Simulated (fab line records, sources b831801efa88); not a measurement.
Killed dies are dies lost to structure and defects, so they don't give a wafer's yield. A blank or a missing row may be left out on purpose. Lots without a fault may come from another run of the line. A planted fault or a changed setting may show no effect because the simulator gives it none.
fab line records | flow sky130
record lots=4 wafers=12 last_day=49
route steps=708 shown VIA1@467 METAL2@483 VIA2@507 PAD_OPEN@708
lots that met no fault: from a run of the same line without faults
start_h: hours from the record's first day to the start of the lot's first wafer shown | wait_h: hours since the lot's step before | " the same as in the row above | L1.1+2: a row that stands for several wafers | - no value, or no start given | * or withheld: withheld | < > ~ a bound
route shown NAME@n: a module of which the file shows steps, and the number in the route of the first | usual: mean/standard deviation of fault-free wafers | same: alike in all rows | chamber/n: place in a boat | sites: the reading at each site | _std_site: their standard deviation | _edge_site: outer sites' mean less inner sites' | radius_mm: how far each site lies from the wafer's centre | mask NAME#n: copy n | behind: the tool/chamber that last shaped the wafer | hold: why the lot was held/for how many hours/how that ended | device: the transistor (n, p or np) that didn't switch | end of line: the same wafers' tests at the end of the route | a step without rows: its recipe alone | killed: dies lost to structure and defects at the first sort, not the wafer's yield | map: a wafer's dies, x killed, . not, _ none there
set.NAME: the setting as run; set.NAME@STEP: as run at that earlier step | model.NAME: the simulator's own value behind a step, which no gauge read
lots at some steps of the route; a table a step, a row a wafer
services: from which hour (start_h, from the record's first day; less than 0 if before it) a tool's chamber was out of use, for how many hours, and why
## steps
# step SKY_VIA1_EXPOSE_09
# recipe mask_id=VIM na=0.8 source_shape=annular sigma_inner=0.55 sigma_outer=0.85 target_cd_nm=150 dose_mj=38
# step SKY_VIA1_PEB_10
# recipe peb_temp_c=withheld peb_time_s=withheld resist=KrF-thick
# step SKY_VIA1_DEVELOP_11
# recipe develop_time_s=60 resist=KrF-thick dev_temp_c=21
# step SKY_VIA1_ETCH_14
# recipe chemistry=N2/H2 target=BARC ion_energy_ev=200 source_w=500 bias_w=100 pressure_mtorr=30 n2_flow_sccm=100 h2_flow_sccm=200 stop_on=SiO2 time_s=45.9 target_depth_a=600
# step SKY_VIA1_ETCH_15
# recipe target=SiO2 chemistry=C4F8/O2/Ar target_depth_nm=351 stop_on=TiN mask_material=KrF-thick source_w=1500 bias_w=1200 pressure_mtorr=40 c4f8_flow_sccm=withheld O2_flow_sccm=6 Ar_flow_sccm=300 time_s=54
# step SKY_VIA1_STRIP_16
# recipe chemistry=O2/N2 power_w=1400 pressure_mtorr=1500 platen_temp_c=withheld o2_flow_sccm=2858 n2_flow_sccm=300 overash_fraction=0.5
# step SKY_VIA1_STRIP_17
# recipe chemistry=post_etch_residue_remover time_s=1200 temp_c=72.5
# step SKY_VIA1_CLEAN_18
# recipe chemistry=IPA time_s=180 temp_c=25
# step SKY_VIA1_CLEAN_19
# recipe chemistry=O3/DIW dry=n2_spin
# step SKY_VIA1_SPUTTER_20
# recipe material=TiN target_thk_nm=20 chamber_pressure_pa=5 power_w=4000 time_s=80
# step SKY_VIA1_CVD_21
# recipe material=W target_thk_nm=270 time_s=80.902 temp_c=400 pressure_torr=40
# usual chamber_pressure_Torr=39.99/0.092 heater_power_w=842/96
# columns lot.wafer tool chamber start_h wait_h chamber_pressure_Torr heater_power_w
L963.1 cvd_w-02 0 822.15 0.0 40.00 747
L963.4 " 1 " " 40.14 1062
L963.6 " 0 " " 39.95 745
L965.1 cvd_w-01 0 843.04 0.0 39.92 801
L965.2 " 1 " " 40.01 823
L965.3 " 0 " " 40.08 820
L976.1 cvd_w-02 1 929.84 0.0 40.01 937
L976.3 " 1 " " 40.03 960
L976.5 " 0 " " 39.98 701
L978.1 cvd_w-02 1 933.93 0.0 39.78 961
L978.3 " 0 " " 40.12 721
L978.6 " 1 " " 39.97 926
# step SKY_VIA1_CMP_24
# recipe stop_on=SiO2 t_overpolish_s=15 down_force_psi=3.5 platen_rpm=60 target_thk_nm=0 pad_velocity_m_s=0.94248
# step SKY_METAL2_SPUTTER_00
# recipe material=Ti target_thk_nm=15 power_w=3000 time_s=10 chamber_pressure_pa=0.4
# step SKY_METAL2_SPUTTER_01
# recipe material=TiN target_thk_nm=20 power_w=6500 time_s=16.7 chamber_pressure_pa=0.4
# step SKY_METAL2_SPUTTER_02
# recipe material=AlCu target_thk_nm=250 power_w=10600 time_s=13.3 chamber_pressure_pa=0.4
# step SKY_METAL2_SPUTTER_03
# recipe material=Ti target_thk_nm=5 power_w=3000 time_s=3.3 chamber_pressure_pa=0.4
# step SKY_METAL2_SPUTTER_04
# recipe material=TiN target_thk_nm=70 power_w=6500 time_s=58.3 chamber_pressure_pa=0.4
# step SKY_METAL2_DEHYDRATE_07
# recipe temp_c=200 time_s=60
# step SKY_METAL2_HMDS_08
# recipe prime_time_s=60 prime_temp_c=120
# step SKY_METAL2_COAT_09
# recipe resist=BARC temp_c=withheld time_s=withheld spin_rpm=3000 resist_thk_nm=60
# step SKY_METAL2_COAT_10
# recipe resist=KrF-thick spin_rpm=3000 resist_thk_nm=450
# step SKY_METAL2_SOFTBAKE_11
# recipe temp_c=100 time_s=90 resist=KrF-thick
# step SKY_METAL2_EXPOSE_12
# recipe mask_id=MM2 na=0.8 source_shape=annular sigma_inner=0.55 sigma_outer=0.85 target_cd_nm=140 dose_mj=28
# step SKY_METAL2_PEB_13
# recipe peb_temp_c=withheld peb_time_s=withheld resist=KrF-thick
# step SKY_METAL2_DEVELOP_14
# recipe develop_time_s=60 resist=KrF-thick dev_temp_c=21
# step SKY_METAL2_DESCUM_17
# recipe chemistry=O2 source_power_w=150 bias_power_w=0 pressure_mtorr=10 temp_c=40 time_s=8
# usual drypump_motor_current_A=5.99/0.26 he_backside_leak_sccm=3.46/0.22 oes_product_au=1.002/0.0092 rf_fwd_power_W=147.8/0.75 temp_c=40.00/0.1
# columns lot.wafer tool chamber start_h wait_h drypump_motor_current_A he_backside_leak_sccm oes_product_au rf_fwd_power_W rf_hours_counter_h temp_c model.METAL2.cd_nm
L963.1 rie_metal-01 0 849.67 0.0 5.80 3.27 1.010 149.6 18 40.06 141
L963.4 " 0 " " 5.80 3.35 1.021 148.5 - 40.10 141.3
L963.6 " 0 " " 5.81 3.22 1.009 149.0 - 40.16 139.9
L965.1 rie_metal-03 1 869.76 0.0 6.11 3.54 1.002 148.4 16 40.04 139.2
L965.2 " 1 " " 6.11 3.54 0.994 148.0 - 39.96 139.9
L965.3 " 1 " " 6.13 3.47 0.996 148.3 - 40.06 138
L976.1 rie_metal-01 1 955.26 0.0 5.66 3.40 1.011 149.2 7 40.03 137.5
L976.3 " 1 " " 5.62 3.37 1.003 148.9 - 39.97 139.6
L976.5 " 1 " " 5.68 3.25 1.004 148.8 - 40.02 138.7
L978.1 rie_metal-02 0 959.01 0.0 5.61 3.55 0.987 147.2 9 40.06 158.5
L978.3 " 0 " " 5.58 3.58 0.986 148.0 - 40.08 159.5
L978.6 " 1 " " 6.35 3.53 1.003 148.3 - 39.94 159
# step SKY_METAL2_ETCH_18
# recipe chemistry=N2/H2 target=BARC ion_energy_ev=200 bias_w=100 pressure_mtorr=30 n2_flow_sccm=100 h2_flow_sccm=200 icp_w=500 stop_on=SiO2 time_s=45.9 target_depth_a=600
# step SKY_METAL2_METAL_ETCH_19
# recipe target_depth_a=3600 stop_on=SiO2 over_etch_frac=0.3 time_s=78 chemistry=Cl2/BCl3 resist_sidewall_deg=88 pressure_mtorr=10 icp_w=900 bias_w=48.5 Cl2_flow_sccm=60 bcl3_flow_sccm=30
# usual drypump_motor_current_A=5.99/0.26 he_backside_leak_sccm=3.42/0.16 oes_product_au=0.854/0.0058 rf_fwd_power_W=895.4/2.8 throttle_valve_pct=22.265/0.011
# columns lot.wafer tool chamber start_h wait_h drypump_motor_current_A he_backside_leak_sccm oes_product_au rf_fwd_power_W rf_hours_counter_h throttle_valve_pct model.METAL2.cd_nm
L963.1 rie_metal-01 0 849.77 0.0 5.77 3.21 0.855 899.2 18 22.264 139.3
L963.4 " 0 " " 5.79 3.32 0.847 898.6 - 22.248 141.9
L963.6 " 0 " " 5.81 3.13 0.856 894.4 - 22.265 138.3
L965.1 rie_metal-03 1 869.95 0.1 6.08 3.59 0.857 899.2 16 22.266 141.8
L965.2 " 1 " " 6.07 3.57 0.854 899.1 - 22.267 142.1
L965.3 " 1 " " 6.08 3.79 0.854 898.7 - 22.269 141.6
L976.1 rie_metal-01 1 955.38 0.1 5.61 3.37 0.855 896.7 7 22.278 140.8
L976.3 " 1 " " 5.61 3.32 0.859 897.5 - 22.272 142.5
L976.5 " 1 " " 5.64 3.43 0.853 893.9 - 22.272 142
L978.1 rie_metal-02 0 959.10 0.0 5.68 3.55 0.853 893.4 9 22.277 158.8
L978.3 " 0 " " 5.66 3.57 0.848 892.6 - 22.279 159.3
L978.6 " 1 " " 6.35 3.55 0.849 893.1 - 22.268 161.5
# step SKY_METAL2_STRIP_20
# recipe chemistry=O2/N2 power_w=1400 pressure_mtorr=1500 platen_temp_c=withheld o2_flow_sccm=3000 n2_flow_sccm=300 overash_fraction=0.5
# step SKY_METAL2_STRIP_21
# recipe chemistry=post_etch_residue_remover time_s=1200 temp_c=72.5
# step SKY_METAL2_CLEAN_22
# recipe chemistry=IPA time_s=180 temp_c=25
# step SKY_METAL2_CLEAN_23
# recipe chemistry=O3/DIW dry=n2_spin
# step SKY_VIA2_HDPCVD_00
# recipe material=SiO2 target_thk_nm=1180 sigma_open_frac=0.3 time_s=196.7 temp_c=400 sih4_flow_sccm=60 pressure_mtorr=6
# step SKY_PAD_OPEN_PROBE_99
# usual defect_limited_yield=82.9/1.9 killed_at_M0_to_M3=42/6.3 killed_at_M4_up=2.8/1.9 killed_at_contacts=23/5.3 killed_at_front_end=16/4.3 killed_at_other=0.2/0.51 killed_dies=84/9.3 killed_open=46/7.6 killed_short=38/6.3 sort_bin_3_pad_short=0.8/0.41 sort_bin_5_function=10.0/1.4 sort_bin_6_memory=6.2/1.1 sort_n_pass=408/9.3 sort_yield_pct=82.9/1.9
# same gross_dies=492 killed_at_back_side=0 sort_bin_4_leakage[%]=0 sort_bin_8_speed[%]=0
# columns lot.wafer tool chamber start_h wait_h defect_limited_yield[%] killed_at_M0_to_M3 killed_at_M4_up killed_at_contacts killed_at_front_end killed_at_other killed_dies killed_open killed_short sort_bin_3_pad_short[%] sort_bin_5_function[%] sort_bin_6_memory[%] sort_n_pass sort_yield_pct[%] model.etest.tester.sort_n_pass model.etest.met2.width_nm model.etest.tester.sort_yield_pct model.etest.tester.sort_bin_5_pct model.etest.tester.sort_bin_3_pct model.etest.met2.line_ohm_um
L963.1 prober-01 - 1099.50 0.1 85.2 42 0 19 12 0 73 40 33 0.8 9.3 4.7 419 85.2 419 139.8 85.16 9.35 0.813 0.9223
L963.4 prober-01 - 1099.65 0.2 83.1 49 2 20 12 0 83 47 36 1.0 8.3 7.5 409 83.1 409 143.9 83.13 8.333 1.016 0.8955
L963.6 prober-01 - 1099.75 0.2 79.9 53 5 23 18 0 99 44 55 0.6 11.8 7.7 393 79.9 393 140.1 79.88 11.79 0.6098 0.9098
L965.1 prober-02 - 1117.23 0.1 82.3 48 5 17 17 0 87 45 42 1.6 10.4 5.7 405 82.3 405 144.3 82.32 10.37 1.626 0.8684
L965.2 prober-02 - 1117.28 0.1 83.7 43 2 21 14 0 80 47 33 0.4 9.3 6.5 412 83.7 412 141 83.74 9.35 0.4065 0.9174
L965.3 prober-02 - 1117.33 0.2 85.2 42 0 16 15 0 73 36 37 0.6 8.9 5.3 419 85.2 419 141 85.16 8.943 0.6098 0.8863
L976.1 prober-02 - 1177.95 0.1 75.8 70 3 30 16 0 119 49 39 1.0 15.2 7.9 373 75.8 373 141.9 75.81 15.24 1.016 0.8972
L976.3 prober-02 - 1178.05 0.2 77.6 66 2 25 16 1 110 43 42 1.4 15.7 5.3 382 77.6 382 140.8 77.64 15.65 1.423 0.9081
L976.5 prober-02 - 1178.15 0.2 83.7 46 3 23 8 0 80 28 36 3.0 8.9 4.3 412 83.7 412 142.1 83.74 8.943 3.049 0.9039
L978.1 prober-01 - 1183.99 0.1 78.7 60 0 24 20 1 105 36 43 2.0 12.4 6.9 387 78.7 387 159.4 78.66 12.4 2.033 0.8197
L978.3 prober-01 - 1184.09 0.2 78.9 58 5 24 17 0 104 46 36 1.2 13.6 6.3 388 78.9 388 160.3 78.86 13.62 1.22 0.7916
L978.6 prober-01 - 1184.24 0.2 76.6 71 1 24 19 0 115 55 34 1.4 15.4 6.5 377 76.6 377 160.6 76.63 15.45 1.423 0.8132
# killed by level:class
L963.1 CONTACT:geometric_particle:open=8 METAL1:geometric_particle:short=8 VIA1:geometric_particle:open=6 VIA2:geometric_particle:open=5 LOCAL_INTERCONNECT:geometric_particle:open=5 METAL2:geometric_particle:short=5 FIELD_ISO:geometric_particle:open=4 VIA1:geometric_particle:short=4
L963.4 VIA1:geometric_particle:open=15 METAL1:geometric_particle:short=8 LI_CONTACT:geometric_particle:open=7 CONTACT:geometric_particle:open=5 POLY_GATE:geometric_particle:open=4 METAL3:geometric_particle:short=4 METAL2:geometric_particle:open=4 VIA2:geometric_particle:open=4
L963.6 CONTACT:geometric_particle:open=10 VIA1:geometric_particle:open=10 METAL1:geometric_particle:short=8 VIA1:geometric_particle:short=8 VIA3:geometric_particle:short=7 METAL2:geometric_particle:short=6 POLY_GATE:geometric_particle:short=5 LOCAL_INTERCONNECT:geometric_particle:short=5
L965.1 VIA3:geometric_particle:open=10 CONTACT:geometric_particle:open=8 VIA1:geometric_particle:open=8 METAL1:geometric_particle:short=8 VIA2:geometric_particle:open=6 METAL2:geometric_particle:short=5 METAL4:geometric_particle:short=5 FIELD_ISO:geometric_particle:short=4
L965.2 VIA1:geometric_particle:open=11 LI_CONTACT:geometric_particle:open=8 CONTACT:geometric_particle:open=7 METAL1:geometric_particle:short=5 FIELD_ISO:geometric_particle:open=4 VIA1:geometric_particle:short=4 METAL2:geometric_particle:short=4 VIA2:geometric_particle:short=4
L965.3 VIA1:geometric_particle:open=11 METAL1:geometric_particle:short=7 METAL2:geometric_particle:short=5 VIA2:geometric_particle:open=5 POLY_GATE:geometric_particle:open=4 LI_CONTACT:geometric_particle:short=4 LI_CONTACT:geometric_particle:open=4 LOCAL_INTERCONNECT:geometric_particle:short=4
L976.1 VIA1:unspecified=31 CONTACT:geometric_particle:open=14 VIA2:geometric_particle:open=8 METAL1:geometric_particle:short=8 FIELD_ISO:geometric_particle:short=7 VIA1:geometric_particle:open=7 LI_CONTACT:geometric_particle:open=5 VIA2:geometric_particle:short=5
L976.3 VIA1:unspecified=25 VIA2:geometric_particle:open=8 LI_CONTACT:geometric_particle:open=7 CONTACT:geometric_particle:open=7 METAL2:geometric_particle:short=7 CONTACT:geometric_particle:short=6 FIELD_ISO:geometric_particle:open=5 VIA3:geometric_particle:open=5
L976.5 VIA1:unspecified=16 VIA1:geometric_particle:open=8 CONTACT:geometric_particle:short=7 CONTACT:geometric_particle:open=5 LI_CONTACT:geometric_particle:short=4 METAL1:geometric_particle:short=4 VIA2:geometric_particle:open=4 VIA3:geometric_particle:short=3
L978.1 VIA1:unspecified=26 LI_CONTACT:geometric_particle:open=7 CONTACT:geometric_particle:short=7 VIA1:geometric_particle:open=6 VIA3:geometric_particle:open=6 FIELD_ISO:geometric_particle:short=5 CONTACT:geometric_particle:open=5 POLY_GATE:geometric_particle:short=4
L978.3 VIA1:unspecified=22 CONTACT:geometric_particle:open=14 VIA3:geometric_particle:open=8 VIA2:geometric_particle:open=7 METAL1:geometric_particle:short=6 VIA2:geometric_particle:short=6 FIELD_ISO:geometric_particle:short=5 FIELD_ISO:geometric_particle:open=4
L978.6 VIA1:unspecified=26 VIA1:geometric_particle:open=11 VIA3:geometric_particle:open=9 LI_CONTACT:geometric_particle:open=7 LOCAL_INTERCONNECT:geometric_particle:short=7 VIA1:geometric_particle:short=5 CONTACT:geometric_particle:open=5 VIA2:geometric_particle:open=5
# map L976.1 (x killed, . not)
__________xx...x...._________
________..xx....x....._______
______x..............x.._____
_____.xx..x.........x....____
____........x.xx..........___
___x......x...........x....__
__....xx.x.....x............_
_.x......xx..................
_.x.xx...x..x...x....xxx.....
_............x...x...x.....x.
_.x....x.....................
_..x.................xxx.....
_x.x...x.................x.x.
_..xx..x..x..xx...xx...x...x.
_....xx.............x....x..x
__.....x........x.........x._
___..x..x.x..x.x.........x.__
____....x.x.....x.xxxx....___
_____....x...x.xxxxxxx..x____
______....x...xxxxxxxxx._____
________..x.x.xxxxxxxx_______
__________xx.xxxxxxx_________
# map L978.6 (x killed, . not)
__________.x......x._________
________..xx...x......_______
______.......x.........x_____
_____......x.x........xx.____
____x...x....x.x.x....x...___
___....................xx..__
__..x..........x.x.x.x......_
_.x.x..x.xxxx..x..x..x.....xx
_........x..x................
_...x...x.x.......x....x...x.
_....x.x..xx..xx.........x..x
_...................xx.x.....
_.....x..........x....x......
_........................x.x.
_..x....x..x..x.x............
__.......x.....x......x.x..._
___.....xx.x..........xxx..__
____x...x..x.x...x.x.x.x..___
_____........xx.x.xxx.x..____
______....x....xxxxxxxx._____
________..x.x.xxxxxxxx_______
__________...x.xxxxx_________
## services
# columns tool chamber start_h hours kind
rie_metal-03 - 805.44 0.8 repair
rie_metal-02 1 815.47 - clean
rie_metal-02 1 815.47 25.4 scheduled_down
rie_metal-02 1 815.47 25.4 vent_cycle
rie_metal-01 - 836.05 1.3 repair
rie_metal-03 0 847.66 - clean
rie_metal-03 0 847.66 23.2 scheduled_down
rie_metal-03 0 847.66 23.2 vent_cycle
rie_metal-01 0 856.22 - clean
rie_metal-01 0 856.22 16.4 scheduled_down
rie_metal-01 0 856.22 16.4 vent_cycle
rie_metal-03 - 867.09 0.2 repair
cvd_w-02 1 873.38 3.3 repair
rie_metal-02 0 880.09 9.9 repair
cvd_w-02 - 904.00 14.0 pm
cvd_w-02 0 904.00 14.0 vent_cycle
cvd_w-02 1 904.00 14.0 vent_cycle
cvd_w-02 0 918.00 - clean
cvd_w-02 1 918.00 - clean
rie_metal-03 - 948.42 2.8 pm
## key
first_sign step=SKY_PAD_OPEN_PROBE_99 reading=killed_at_M0_to_M3 direction=up sigmas=3.1 usual=42 struck=62
effect step=SKY_PAD_OPEN_PROBE_99 reading=sort_bin_5_function direction=up sigmas=2.4 usual=10.0 struck=13.6 wafers_moved=5
model_effect step=SKY_METAL2_DESCUM_17 value=METAL2.cd_nm without=139.8 struck=148.8
model_effect step=SKY_METAL2_METAL_ETCH_19 value=METAL2.cd_nm without=141.8 struck=150.8
model_effect step=SKY_PAD_OPEN_PROBE_99 value=etest.tester.sort_n_pass without=408 struck=386.5
met_at SKY_VIA1_CVD_21
struck_wafers L976.1,L976.3,L976.5,L978.1,L978.3,L978.6
loop_trim step=SKY_METAL2_EXPOSE_12 setting=dose lots=L978
onset_between 822.15 929.84
also_fits time
fault kind=chamber_particle_source tool=cvd_w-02 chamber=- onset_h=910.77 steps=SKY_VIA1_CVD_21 rate_per_visit_cm2=0.55742 end_h=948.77
# loop_trim: a control loop set the setting to another value than it would have without faults
